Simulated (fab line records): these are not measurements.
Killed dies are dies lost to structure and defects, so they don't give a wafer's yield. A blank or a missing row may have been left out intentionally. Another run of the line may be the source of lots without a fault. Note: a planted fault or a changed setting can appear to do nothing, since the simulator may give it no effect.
Matching of chambers	flow gf180mcu	GF_MIM_CVD_05 on pecvd-03 has 3 sister chambers
The step deposits Si3N4, target thk 42 nm, time 29.086 s. 6 wafers are shown with their chamber, then 8 later ones without.

## WAFERS, EACH WITH ITS CHAMBER
wafer	chamber	heater power w (W)
L090.4	1	533
L090.6	2	638
L091.2	0	655
L091.4	1	518
L091.6	2	663
L092.1	0	655

## WAFERS WITH NO CHAMBER GIVEN
wafer	heater power w (W)
L092.2	572
L092.4	567
L096.3	558
L096.5	560
L096.6	656
L097.1	672
L097.2	556
L097.4	606

## CHAMBER TAKEN BY EACH
wafer	from the rows above	in truth
L092.2	1	1
L092.4	1	1
L096.3	1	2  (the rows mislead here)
L096.5	1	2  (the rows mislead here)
L096.6	can't be placed: 0 or 2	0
L097.1	can't be placed: 0 or 2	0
L097.2	1	1
L097.4	can't be placed: 2 or 0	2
Correct placement for 3 of the 8. Unplaceable from these rows: 3, with the true chamber sitting among the candidates in 3. Placed wrongly: 2.
How it was worked out, from the rows above alone: a wafer's distance from a chamber is the root of the sum, over the readings, of the square of ((its reading less the chamber's mean) divided by the reading's scatter). If the next closest chamber is less than 2 further off than the closest, the wafer can't be placed; otherwise it belongs to the closest. The mean given for a chamber averages the wafers shown for that chamber. The scatter: the root of (the sum of the squares of (reading less its chamber's mean) over the shown wafers, divided by (wafers less chambers)).
